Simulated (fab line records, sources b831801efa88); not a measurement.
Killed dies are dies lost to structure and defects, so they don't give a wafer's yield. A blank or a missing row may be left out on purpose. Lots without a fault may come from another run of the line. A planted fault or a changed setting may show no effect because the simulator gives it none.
Which tool did it? | flow gf180mcu | 7 lots, 21 wafers sampled, at 2 steps of a route of 602

WHAT THE GAUGES READ, wafer by wafer
GF_HV_LDD_RS_MEAS_53: measures by four-point-probe.
lot  | measured     | on            | HV_LDD_RS (ohm/sq)
L279 | day 12 17:22 | film_metro-03 | 419.0 418.5 418.6
L287 | day 15 09:03 | film_metro-04 | 414.1 412.3 411.5
L289 | day 16 00:38 | film_metro-03 | 413.5 414.7 413.7
L292 | day 17 00:40 | film_metro-01 | 417.5 417.3 418.5
L296 | day 18 10:47 | film_metro-01 | 418.9 419.4 418.2
L299 | day 19 17:37 | film_metro-01 | 417.8 418.2 417.7
L301 | day 20 03:52 | film_metro-04 | 418.0 418.9 417.4

WHICH TOOL RAN EACH LOT (tool, then ch and the chambers of the sampled wafers, then the start)
lot  | GF_HV_LDD_IMPLANT_36
L279 | implanter-03 ch 0, day 11 21:35
L287 | implanter-03 ch 0, day 14 12:01
L289 | implanter-03 ch 0, day 15 02:37
L292 | implanter-04 ch 0, day 16 01:53
L296 | implanter-04 ch 0, day 17 11:35
L299 | implanter-04 ch 0, day 18 17:19
L301 | implanter-04 ch 0, day 19 02:53
- GF_HV_LDD_IMPLANT_36

THE ANSWER, worked out from the rows above alone
Rule: what is usual is taken from the lots themselves. Put in order of their means at a reading, lots are off if they are a third of the lots or fewer, leave a main group of 4 or more, and stand apart from it by a gap of 3 or more times the standard deviation of the main group's means; of several such gaps the widest counts. A main group whose means are all the same, to the digits that the tables above print for the reading, isn't used. A lot without any number at a reading at which 4 lots or more have one is off too. The other lots that the step has rows for count as sound.
Off: L287, L289, at GF_HV_LDD_RS_MEAS_53 (HV_LDD_RS). The main group: mean 418.3 ohm/sq, standard deviation 0.43.
A tool fits if, at a process step before that reading, it ran every lot that is off, and no sound lot after the first of them. The gauges at GF_HV_LDD_RS_MEAS_53 are tried like those tools. One fits: implanter-03 at GF_HV_LDD_IMPLANT_36. Its last sound lot is L279 (day 11 21:35), its first lot that is off L287 (day 14 12:01): a fault that began between those two fits.

WHAT THE SIMULATOR HAD PUT IN
Process parameter drift: implanter-03, from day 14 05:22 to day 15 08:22, at GF_HV_LDD_IMPLANT_36. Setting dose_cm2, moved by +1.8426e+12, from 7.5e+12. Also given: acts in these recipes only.
Lots struck among those shown: L287, L289. The rule above found the same.
